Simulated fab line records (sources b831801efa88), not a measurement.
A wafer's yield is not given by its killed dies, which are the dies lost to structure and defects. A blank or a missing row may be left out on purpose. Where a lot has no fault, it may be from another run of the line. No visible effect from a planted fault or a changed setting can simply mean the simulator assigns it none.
Which tool was responsible? + flow gf180mcu + 36 wafers from 12 lots sampled at 2 of the route's 602 steps

## WHAT THE GAUGES READ, wafer by wafer
GF_LVPWELL_TW_MEAS_11. Usual: LVPWELL_TW 560, standard deviation 3.2.
| lot  | measured    | on            | LVPWELL_TW  | flag |
|------|-------------|---------------|-------------|------|
| L340 | day 3 22:07 | film-metro-03 | 561 560 560 |      |
| L349 | day 6 07:07 | film-metro-01 | 562 559 558 |      |
| L350 | day 6 09:47 | film-metro-03 | 561 561 563 |      |
| L351 | day 6 12:34 | film-metro-01 | 560 559 557 |      |
| L353 | day 6 23:19 | film-metro-04 | 553 555 556 |      |
| L354 | day 7 06:38 | film-metro-01 | 561 561 558 |      |
| L356 | day 7 16:12 | film-metro-01 | 562 560 561 |      |
| L357 | day 7 21:49 | film-metro-04 | 558 555 556 |      |
| L359 | day 8 09:29 | film-metro-04 | 557 556 553 |      |
| L361 | day 8 18:53 | film-metro-03 | 560 561 563 |      |
| L362 | day 9 03:02 | film-metro-04 | 560 557 557 |      |
| L363 | day 9 05:58 | film-metro-04 | 556 557 560 |      |

## WHICH TOOL RAN EACH LOT (tool, then ch and the chambers of the sampled wafers, then the start)
| lot  | GF_STI_ETCH_14                  |
|------|---------------------------------|
| L340 | rie-si-01 ch 0,1,3, day 2 03:47 |
| L349 | rie-si-01 ch 0,1, day 4 05:46   |
| L350 | rie-si-01 ch 0,2,3, day 4 07:43 |
| L351 | rie-si-01 ch 1,2,3, day 4 11:52 |
| L353 | rie-si-01 ch 0,1,3, day 4 20:21 |
| L354 | rie-si-02 ch 0,1, day 5 03:19   |
| L356 | rie-si-02 ch 0,1,3, day 5 12:25 |
| L357 | rie-si-01 ch 1,2, day 5 17:40   |
| L359 | rie-si-02 ch 0,2,3, day 6 04:01 |
| L361 | rie-si-01 ch 2,3, day 6 14:19   |
| L362 | rie-si-01 ch 0,3, day 6 19:34   |
| L363 | rie-si-01 ch 2,3, day 6 23:55   |
- GF_STI_ETCH_14: etches Si in HBr/Cl2/O2, target depth 360 nm, time 102.9 s.

## WHAT THE TOOLS THEMSELVES READ (means of the sampled wafers that have a number; where no wafer has one, the mark that the record gives instead)
GF_STI_ETCH_14. Usual: bias-w 150.0 W, standard deviation 0.48; drypump-motor-current-A 5.7 A, standard deviation 0.35; oes-product-au 0.998 a.u., standard deviation 0.0088; throttle-valve-pct 25.658 %, standard deviation 0.0098.
| lot  | tool      | bias-w (W) | drypump-motor-current-A (A) | oes-product-au (a.u.) | throttle-valve-pct (%) | flag |
|------|-----------|------------|-----------------------------|-----------------------|------------------------|------|
| L340 | rie-si-01 | 149.9      | 5.9                         | 0.990                 | 25.663                 |      |
| L349 | rie-si-01 | 149.7      | 5.7                         | 0.993                 | 25.659                 |      |
| L350 | rie-si-01 | 150.1      | 5.8                         | 0.991                 | 25.657                 |      |
| L351 | rie-si-01 | 150.1      | 5.7                         | 0.995                 | 25.662                 |      |
| L353 | rie-si-01 | 150.3      | 5.9                         | 0.999                 | 25.660                 |      |
| L354 | rie-si-02 | 149.6      | 5.3                         | 1.000                 | 25.658                 |      |
| L356 | rie-si-02 | 150.7      | 5.7                         | 1.004                 | 25.656                 |      |
| L357 | rie-si-01 | 150.2      | 5.5                         | 0.993                 | 25.654                 |      |
| L359 | rie-si-02 | 150.3      | 5.9                         | 1.002                 | 25.646                 |      |
| L361 | rie-si-01 | 149.7      | 5.9                         | 0.997                 | 25.651                 |      |
| L362 | rie-si-01 | 149.7      | 6.0                         | 1.001                 | 25.657                 |      |
| L363 | rie-si-01 | 150.6      | 5.8                         | 0.998                 | 25.662                 |      |

## THE ANSWER, worked out from the rows above alone
Rule: a lot counts as off when the mean over its wafers that have a number is more than 3 standard deviations away from the usual mean. A lot without any number at a reading at which 4 lots or more have one is off too. Any other lot the step has rows for is counted as sound. Order of review: gauges by route order, followed by the tools' own readings, for which a lot's mean as printed above is used. The first step at which some lot is off is used, and at that step the reading that is off furthest; a lot without a number counts as furthest.
None of the lots is off at any reading shown; this tells nothing.

## WHAT WAS PUT IN BY THE SIMULATOR
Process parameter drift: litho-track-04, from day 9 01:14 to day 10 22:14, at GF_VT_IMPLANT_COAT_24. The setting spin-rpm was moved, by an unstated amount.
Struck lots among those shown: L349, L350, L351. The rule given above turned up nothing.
